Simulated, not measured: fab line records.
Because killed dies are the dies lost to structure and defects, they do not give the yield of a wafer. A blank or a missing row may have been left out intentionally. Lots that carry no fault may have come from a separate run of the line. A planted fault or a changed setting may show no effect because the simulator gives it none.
Which tool was responsible?    flow gf180mcu    Sampling: 11 lots, 30 wafers, 5 of 602 route steps

WHAT THE GAUGES SHOWED, per wafer
GF_CONTACT_RS_MEAS_25: measurement is done with a four-point probe.
lot   measured      on             CONTACT_W_RS (ohm/sq)
L805  day 17 04:13  film-metro-04  0.374 0.382 0.385
L808  day 18 10:28  film-metro-04  0.255 0.256 0.255 0.255
L809  day 19 07:58  film-metro-01  0.249 0.251 0.249 0.251
L810  day 19 09:30  film-metro-04  0.251 0.377 0.250 0.378
L817  day 21 16:19  film-metro-01  0.376 0.372 0.378
L820  day 22 14:25  film-metro-03  0.379 0.390 0.387
L821  day 22 22:37  film-metro-01  0.376 0.374 0.373
L822  day 23 03:39  film-metro-01  0.375 0.381 0.379
L824  day 23 22:13  film-metro-04  0.377 0.388 0.384
L825  day 24 05:22  film-metro-01  0.373 0.383 0.379
L826  day 24 10:10  film-metro-03  0.375 0.376 0.383

GF_CONTACT_THK_MEAS_26: measures by xrf.
lot   measured      on             CONTACT_W_THK (nm)
L805  day 17 04:19  film-metro-04  301 296 293
L808  day 18 13:51  film-metro-04  429 427 428 427
L809  day 19 10:15  film-metro-01  449 449 450 446
L810  day 19 15:14  film-metro-04  442 296 444 296
L817  day 21 16:26  film-metro-01  300 303 297
L820  day 22 14:32  film-metro-03  302 294 296
L821  day 22 22:44  film-metro-01  298 302 300
L822  day 23 03:46  film-metro-01  303 296 299
L824  day 23 22:20  film-metro-04  297 287 290
L825  day 24 05:29  film-metro-01  302 293 297
L826  day 24 10:17  film-metro-03  307 306 299

WHICH TOOL RAN EACH LOT (tool, then ch and the chambers of the sampled wafers, then the start)
lot   GF_CONTACT_ETCH_16                  GF_CONTACT_SPUTTER_22         GF_CONTACT_CVD_24
L805  rie-diel-01 ch 1,3, day 17 03:30    pvd-sputter-01, day 17 03:58  cvd-w-01 ch 0,1, day 17 04:06
L808  rie-diel-04 ch 2,3, day 18 09:47    pvd-sputter-03, day 18 10:16  cvd-w-02 ch 0, day 18 10:22
L809  rie-diel-03 ch 1,2, day 19 07:18    pvd-sputter-03, day 19 07:46  cvd-w-02 ch 1, day 19 07:52
L810  rie-diel-04 ch 0,1, day 19 08:47    pvd-sputter-03, day 19 09:16  cvd-w-02 ch 1, day 19 09:24
L817  rie-diel-03 ch 0,1,2, day 21 15:38  pvd-sputter-01, day 21 16:07  cvd-w-01 ch 0,1, day 21 16:13
L820  rie-diel-01 ch 0,1,2, day 22 13:45  pvd-sputter-02, day 22 14:13  cvd-w-02 ch 0,1, day 22 14:19
L821  rie-diel-04 ch 0,3, day 22 21:56    pvd-sputter-01, day 22 22:24  cvd-w-02 ch 1, day 22 22:30
L822  rie-diel-03 ch 1,2, day 23 02:58    pvd-sputter-03, day 23 03:26  cvd-w-02 ch 0,1, day 23 03:32
L824  rie-diel-01 ch 0,1,2, day 23 21:32  pvd-sputter-02, day 23 22:01  cvd-w-02 ch 0,1, day 23 22:07
L825  rie-diel-04 ch 0,1,2, day 24 04:42  pvd-sputter-03, day 24 05:10  cvd-w-02 ch 0,1, day 24 05:16
L826  rie-diel-03 ch 0,3, day 24 09:29    pvd-sputter-02, day 24 09:58  cvd-w-02 ch 0,1, day 24 10:04
- GF_CONTACT_ETCH_16: etches BARC in N2/H2.
- GF_CONTACT_SPUTTER_22: material Ti, target thk 15 nm, time 80.02 s.
- GF_CONTACT_CVD_24: deposits W, target thk 300 nm, time 90.339 s.

AS READ BY THE TOOLS THEMSELVES (means over the sampled wafers that have a number; for cases with no such wafer, the mark the record gives instead)
GF_CONTACT_ETCH_16.
lot   tool         bias-w (W)  drypump-motor-current-A (A)  n2-flow-sccm (sccm)  oes-product-au (a.u.)  throttle-valve-pct (%)
L805  rie-diel-01  99.84       5.7                          100.2                0.853                  13.221
L808  rie-diel-04  100.13      5.9                          99.3                 0.849                  13.225
L809  rie-diel-03  99.86       5.8                          100.0                0.858                  13.221
L810  rie-diel-04  99.63       5.8                          99.7                 0.857                  13.222
L817  rie-diel-03  99.89       5.6                          100.0                0.852                  13.222
L820  rie-diel-01  99.94       5.5                          100.0                0.853                  13.222
L821  rie-diel-04  100.16      6.2                          99.8                 0.849                  13.236
L822  rie-diel-03  99.85       5.7                          99.8                 0.852                  13.220
L824  rie-diel-01  99.98       5.5                          100.0                0.858                  13.225
L825  rie-diel-04  99.82       6.1                          100.0                0.859                  13.232
L826  rie-diel-03  99.89       6.1                          100.0                0.853                  13.227

GF_CONTACT_SPUTTER_22.
lot   tool            cathode-dc-power-W (W)  throttle-valve-pct (%)
L805  pvd-sputter-01  2499.7                  31.3
L808  pvd-sputter-03  2500.8                  29.8
L809  pvd-sputter-03  2500.0                  30.0
L810  pvd-sputter-03  2499.9                  30.1
L817  pvd-sputter-01  2500.0                  31.3
L820  pvd-sputter-02  2499.7                  29.9
L821  pvd-sputter-01  2500.3                  31.3
L822  pvd-sputter-03  2500.0                  30.3
L824  pvd-sputter-02  2500.0                  29.8
L825  pvd-sputter-03  2500.2                  29.9
L826  pvd-sputter-02  2500.0                  30.0

GF_CONTACT_CVD_24.
lot   tool      heater-power-w (W)
L805  cvd-w-01  734
L808  cvd-w-02  834
L809  cvd-w-02  1058
L810  cvd-w-02  1068
L817  cvd-w-01  743
L820  cvd-w-02  916
L821  cvd-w-02  1060
L822  cvd-w-02  994
L824  cvd-w-02  918
L825  cvd-w-02  912
L826  cvd-w-02  974

THE ANSWER, worked out from the rows above alone
Rule: the usual values come from the lots themselves. The widest of any qualifying gaps counts: lots, ordered by their means at a reading, are off when they make up no more than a third of the lots, leave a main group of 4 or more, and stand apart from it by 3 or more times the standard deviation of that group's means. Not used: any main group whose means are identical at the precision the tables above print for the reading. A lot without any number at a reading at which 4 lots or more have one is off too. The other lots that the step has rows for count as sound. After the gauges, taken in route order, come the tools' own readings; for these a lot's mean is taken, as printed above. At the first step where some lot is off, the reading lying furthest off is the one used; lots without a number count as furthest.
Off: L808, L809, L810, at GF_CONTACT_RS_MEAS_25 (CONTACT_W_RS). For the main group the mean is 0.379 ohm/sq and the standard deviation 0.0034.
A tool fits if, at a process step before that reading, it ran every lot that is off, and no sound lot after the first of them. The gauges at GF_CONTACT_RS_MEAS_25 are tried like those tools. No candidate that was tried fits.

WHAT HAD BEEN PUT IN BY THE SIMULATOR
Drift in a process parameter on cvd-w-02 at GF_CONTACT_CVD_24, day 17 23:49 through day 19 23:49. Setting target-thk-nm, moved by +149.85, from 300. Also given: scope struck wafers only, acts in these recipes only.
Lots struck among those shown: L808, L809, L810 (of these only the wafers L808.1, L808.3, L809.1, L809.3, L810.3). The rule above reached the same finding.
